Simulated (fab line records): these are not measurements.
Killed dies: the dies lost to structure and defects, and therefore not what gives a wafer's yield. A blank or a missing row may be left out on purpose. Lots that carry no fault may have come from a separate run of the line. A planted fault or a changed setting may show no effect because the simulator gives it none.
fab line records ; flow sky130 ; part 2 of 2: steps 29 to 37 of 37
record lots=5; wafers=15; last_day=50
route steps=708 shown CONTACT@407 METAL1@434
lots that met no fault: from a run of the same line without faults
start_h: hours from the record's first day to the start of the lot's first wafer shown ; wait_h: hours elapsed since this lot's preceding step ; " as in the row above ; L1.1+2: several wafers, shown together as one row ; - no value, or no start given ; * or withheld: withheld ; < > ~ a bound
route shown NAME@n: NAME is a module with steps in the file, n the number in the route of the first one ; usual: mean/standard deviation taken from wafers without a fault ; same: alike in all rows ; chamber/n: place in a boat ; sites: per-site readings ; _std_site: how widely they spread, as a standard deviation ; _edge_site: the outer-site mean with the inner-site mean subtracted ; radius_mm: for every site, how far away it sits from the centre of the wafer ; mask NAME#n: copy n ; behind: the last tool/chamber to shape the wafer ; hold: why the lot went on hold/how many hours it stayed there/how the hold came to an end ; device: transistor that didn't switch, given as n, p or np ; end of line: the route-end tests of the same wafers ; for a step that has no rows: nothing shown but its recipe ; killed: count of dies lost to structure and defects at first sort (not the wafer's yield) ; map: dies across one wafer; x = killed, . = not, _ = none there
set.NAME: the setting the step ran with; set.NAME@STEP: the setting that earlier step ran with ; model.NAME: the simulator's own value behind a step, which no gauge read
lots at selected steps of the route; one table per step, one row per wafer
services: when a tool's chamber went out of use (start_h, in hours from the record's first day, below 0 if earlier), for how many hours, and the reason
## steps
# step SKY_METAL1_SPUTTER_01
# recipe material=TiN; target_thk_nm=20; power_w=6500; time_s=16.7; chamber_pressure_pa=0.4
# usual chamber_pressure_pa=0.4000/0.00076; throttle_valve_pct=29.8/1.3
# same time_s=16.7
lot.wafer;tool;chamber;start_h;wait_h;chamber_pressure_pa;throttle_valve_pct
L082.2;pvd_sputter-04;-;806.29;0.0;0.3989;30.3
L082.3;pvd_sputter-04;-;806.29;0.0;0.4002;31.0
L082.6;pvd_sputter-04;-;806.29;0.0;0.3992;32.2
L084.2;pvd_sputter-01;-;828.24;0.0;0.3994;30.6
L084.3;pvd_sputter-01;-;828.24;0.0;0.3993;29.5
L084.5;pvd_sputter-01;-;828.24;0.0;0.3997;28.8
L086.2;pvd_sputter-03;-;834.54;0.0;0.4004;29.7
L086.3;pvd_sputter-03;-;834.54;0.0;0.4007;29.7
L086.6;pvd_sputter-03;-;834.54;0.0;0.3991;30.8
L087.1;pvd_sputter-03;-;836.19;0.0;0.4017;29.2
L087.3;pvd_sputter-03;-;836.19;0.0;0.3999;29.4
L087.5;pvd_sputter-03;-;836.19;0.0;0.4005;30.8
L097.2;pvd_sputter-03;-;901.52;0.0;0.3993;31.3
L097.3;pvd_sputter-03;-;901.52;0.0;0.3992;29.5
L097.6;pvd_sputter-03;-;901.52;0.0;0.3999;29.4
# step SKY_METAL1_SPUTTER_02
# recipe material=AlCu; target_thk_nm=250; power_w=10600; time_s=13.3; chamber_pressure_pa=0.4
# usual chamber_pressure_pa=0.4000/0.00083; throttle_valve_pct=29.8/1.4
# same time_s=13.3
lot.wafer;tool;chamber;start_h;wait_h;chamber_pressure_pa;throttle_valve_pct
L082.2;pvd_sputter-04;-;806.32;0.0;0.4005;30.1
L082.3;pvd_sputter-04;-;806.32;0.0;0.3978;30.6
L082.6;pvd_sputter-04;-;806.32;0.0;0.3993;32.5
L084.2;pvd_sputter-01;-;828.27;0.0;0.4001;30.7
L084.3;pvd_sputter-01;-;828.27;0.0;0.4004;29.4
L084.5;pvd_sputter-01;-;828.27;0.0;0.3997;28.4
L086.2;pvd_sputter-03;-;834.57;0.0;0.3989;29.2
L086.3;pvd_sputter-03;-;834.57;0.0;0.4004;29.4
L086.6;pvd_sputter-03;-;834.57;0.0;0.4013;31.0
L087.1;pvd_sputter-03;-;836.22;0.0;0.3999;29.1
L087.3;pvd_sputter-03;-;836.22;0.0;0.3996;29.7
L087.5;pvd_sputter-03;-;836.22;0.0;0.3991;31.0
L097.2;pvd_sputter-03;-;901.55;0.0;0.3991;31.0
L097.3;pvd_sputter-03;-;901.55;0.0;0.4005;29.3
L097.6;pvd_sputter-03;-;901.55;0.0;0.4010;29.3
# step SKY_METAL1_SPUTTER_03
# recipe material=Ti; target_thk_nm=5; power_w=3000; time_s=3.3; chamber_pressure_pa=0.4
# usual chamber_pressure_pa=0.4000/0.00085; throttle_valve_pct=29.8/1.3
# same time_s=3.3
lot.wafer;tool;chamber;start_h;wait_h;chamber_pressure_pa;throttle_valve_pct
L082.2;pvd_sputter-04;-;806.34;0.0;0.3989;30.3
L082.3;pvd_sputter-04;-;806.34;0.0;0.4006;30.6
L082.6;pvd_sputter-04;-;806.34;0.0;0.3989;32.2
L084.2;pvd_sputter-01;-;828.29;0.0;0.3978;30.6
L084.3;pvd_sputter-01;-;828.29;0.0;0.4009;29.3
L084.5;pvd_sputter-01;-;828.29;0.0;0.3995;29.0
L086.2;pvd_sputter-03;-;834.59;0.0;0.4015;29.4
L086.3;pvd_sputter-03;-;834.59;0.0;0.3996;29.7
L086.6;pvd_sputter-03;-;834.59;0.0;0.3977;31.0
L087.1;pvd_sputter-03;-;836.24;0.0;0.3995;29.3
L087.3;pvd_sputter-03;-;836.24;0.0;0.4004;29.7
L087.5;pvd_sputter-03;-;836.24;0.0;0.4000;30.8
L097.2;pvd_sputter-03;-;901.57;0.0;0.4013;31.0
L097.3;pvd_sputter-03;-;901.57;0.0;0.4009;29.5
L097.6;pvd_sputter-03;-;901.57;0.0;0.4007;29.1
# step SKY_METAL1_SPUTTER_04
# recipe material=TiN; target_thk_nm=70; power_w=6500; time_s=58.3; chamber_pressure_pa=0.4
# usual chamber_pressure_pa=0.4001/0.00076; throttle_valve_pct=29.8/1.3
# same time_s=58.3
lot.wafer;tool;chamber;start_h;wait_h;chamber_pressure_pa;throttle_valve_pct
L082.2;pvd_sputter-04;-;806.36;0.0;0.4008;30.2
L082.3;pvd_sputter-04;-;806.36;0.0;0.4014;30.6
L082.6;pvd_sputter-04;-;806.36;0.0;0.3999;32.0
L084.2;pvd_sputter-01;-;828.31;0.0;0.4010;30.7
L084.3;pvd_sputter-01;-;828.31;0.0;0.3998;29.5
L084.5;pvd_sputter-01;-;828.31;0.0;0.4002;28.8
L086.2;pvd_sputter-03;-;834.61;0.0;0.3996;29.1
L086.3;pvd_sputter-03;-;834.61;0.0;0.4000;29.8
L086.6;pvd_sputter-03;-;834.61;0.0;0.3984;31.0
L087.1;pvd_sputter-03;-;836.26;0.0;0.4001;29.3
L087.3;pvd_sputter-03;-;836.26;0.0;0.4002;29.8
L087.5;pvd_sputter-03;-;836.26;0.0;0.3981;31.2
L097.2;pvd_sputter-03;-;901.59;0.0;0.4010;31.2
L097.3;pvd_sputter-03;-;901.59;0.0;0.4006;29.4
L097.6;pvd_sputter-03;-;901.59;0.0;0.4000;28.9
# step SKY_METAL1_RS_MEAS_05
# recipe thk_meas_gauge=four-point-probe; reads=TiN_of_METAL1_SPUTTER_04+Ti_of_METAL1_SPUTTER_03+AlCu_of_METAL1_SPUTTER_02+TiN_of_METAL1_SPUTTER_01+Ti_of_METAL1_SPUTTER_00
# usual METAL1_ALCU_RS=0.1265/0.0012
lot.wafer;tool;chamber;start_h;wait_h;METAL1_ALCU_RS[ohm/sq]
L082.2;film_metro-03;-;806.43;0.0;0.1253
L082.3;film_metro-03;-;806.43;0.0;0.1278
L082.6;film_metro-03;-;806.43;0.0;0.1274
L084.2;film_metro-04;-;828.38;0.0;0.1251
L084.3;film_metro-04;-;828.38;0.0;0.1262
L084.5;film_metro-04;-;828.38;0.0;0.1241
L086.2;film_metro-03;-;834.68;0.0;0.1273
L086.3;film_metro-03;-;834.68;0.0;0.1251
L086.6;film_metro-03;-;834.68;0.0;0.1272
L087.1;film_metro-04;-;836.31;0.0;0.1270
L087.3;film_metro-04;-;836.31;0.0;0.1278
L087.5;film_metro-04;-;836.31;0.0;0.1271
L097.2;film_metro-02;-;901.66;0.0;0.1267
L097.3;film_metro-02;-;901.66;0.0;0.1264
L097.6;film_metro-02;-;901.66;0.0;0.1270
# step SKY_METAL1_THK_MEAS_06
# recipe thk_meas_gauge=xrf; reads=AlCu_of_METAL1_SPUTTER_02
# usual METAL1_ALCU_THK=250.2/2.6
lot.wafer;tool;chamber;start_h;wait_h;METAL1_ALCU_THK[nm]
L082.2;film_metro-03;-;806.54;0.1;250.8
L082.3;film_metro-03;-;806.54;0.1;248.5
L082.6;film_metro-03;-;806.54;0.1;248.0
L084.2;film_metro-04;-;828.49;0.1;252.3
L084.3;film_metro-04;-;828.49;0.1;249.9
L084.5;film_metro-04;-;828.49;0.1;254.8
L086.2;film_metro-03;-;834.79;0.1;250.4
L086.3;film_metro-03;-;834.79;0.1;250.7
L086.6;film_metro-03;-;834.79;0.1;248.5
L087.1;film_metro-04;-;836.43;0.1;248.9
L087.3;film_metro-04;-;836.43;0.1;245.8
L087.5;film_metro-04;-;836.43;0.1;247.0
L097.2;film_metro-02;-;901.77;0.1;249.4
L097.3;film_metro-02;-;901.77;0.1;251.5
L097.6;film_metro-02;-;901.77;0.1;251.4
# step SKY_METAL1_DEHYDRATE_07
# recipe temp_c=200; time_s=60
# same time_s=60
lot.wafer;tool;chamber;start_h;wait_h
L082.2+3+6;litho_track-03;0;818.47;11.9
L084.2+3+5;litho_track-01;0;840.21;11.7
L086.2+3+6;litho_track-04;0;847.33;12.5
L087.1+3+5;litho_track-04;0;848.91;12.5
L097.2+3+6;litho_track-01;0;913.46;11.7
# step SKY_METAL1_HMDS_08
# recipe prime_time_s=60; prime_temp_c=120
# usual prime_temp_c=120.03/0.12
lot.wafer;tool;chamber;start_h;wait_h;prime_temp_c
L082.2;litho_track-03;0;818.62;0.1;119.97
L082.3;litho_track-03;0;818.62;0.1;120.07
L082.6;litho_track-03;0;818.62;0.1;120.16
L084.2;litho_track-01;0;840.36;0.1;120.02
L084.3;litho_track-01;0;840.36;0.1;120.24
L084.5;litho_track-01;0;840.36;0.1;120.14
L086.2;litho_track-04;0;847.48;0.1;119.86
L086.3;litho_track-04;0;847.48;0.1;119.92
L086.6;litho_track-04;0;847.48;0.1;119.84
L087.1;litho_track-04;0;849.06;0.1;120.32
L087.3;litho_track-04;0;849.06;0.1;120.16
L087.5;litho_track-04;0;849.06;0.1;119.86
L097.2;litho_track-01;0;913.61;0.1;120.17
L097.3;litho_track-01;0;913.61;0.1;119.95
L097.6;litho_track-01;0;913.61;0.1;120.02
# step SKY_METAL1_COAT_09
# recipe resist=BARC; temp_c=withheld; time_s=withheld; spin_rpm=3000; resist_thk_nm=60
lot.wafer;tool;chamber;start_h;wait_h
L082.2+3+6;litho_track-03;0;818.77;0.1
L084.2+3+5;litho_track-01;0;840.51;0.1
L086.2+3+6;litho_track-04;0;847.63;0.1
L087.1+3+5;litho_track-04;0;849.21;0.1
L097.2+3+6;litho_track-01;0;913.76;0.1
## services
tool;chamber;start_h;hours;kind
cvd_w-01;0;755.52;10.2;repair
cvd_w-01;-;779.08;6.9;pm
rie_diel-02;0;792.55;128.1;repair
krf_scanner-02;-;807.08;4.4;pm
wet_bench-04;-;808.08;11.9;repair
wet_bench-04;-;825.26;2.3;repair
krf_scanner-02;-;825.51;1.3;pm
krf_scanner-02;-;828.55;4.0;pm
krf_scanner-02;-;842.01;1.4;repair
krf_scanner-02;-;855.27;0.8;pm
wet_bench-01;-;856.07;2.0;repair
rie_diel-03;1;858.35;1.2;repair
cmp-01;-;860.38;0.3;repair
rie_diel-03;3;868.54;2.5;repair
pvd_sputter-03;-;869.83;7.2;repair
rie_diel-02;2;875.45;4.0;repair
cmp-01;-;884.03;6.3;pm
cvd_w-01;-;888.48;6.0;pm
krf_scanner-02;-;893.52;1.0;pm
hdpcvd-01;-;898.98;2.8;pm
cmp-02;-;903.55;0.6;repair
cvd_w-01;-;904.00;14.0;pm
hdpcvd-01;2;908.07;6.2;repair
cmp-01;-;912.46;4.0;pm
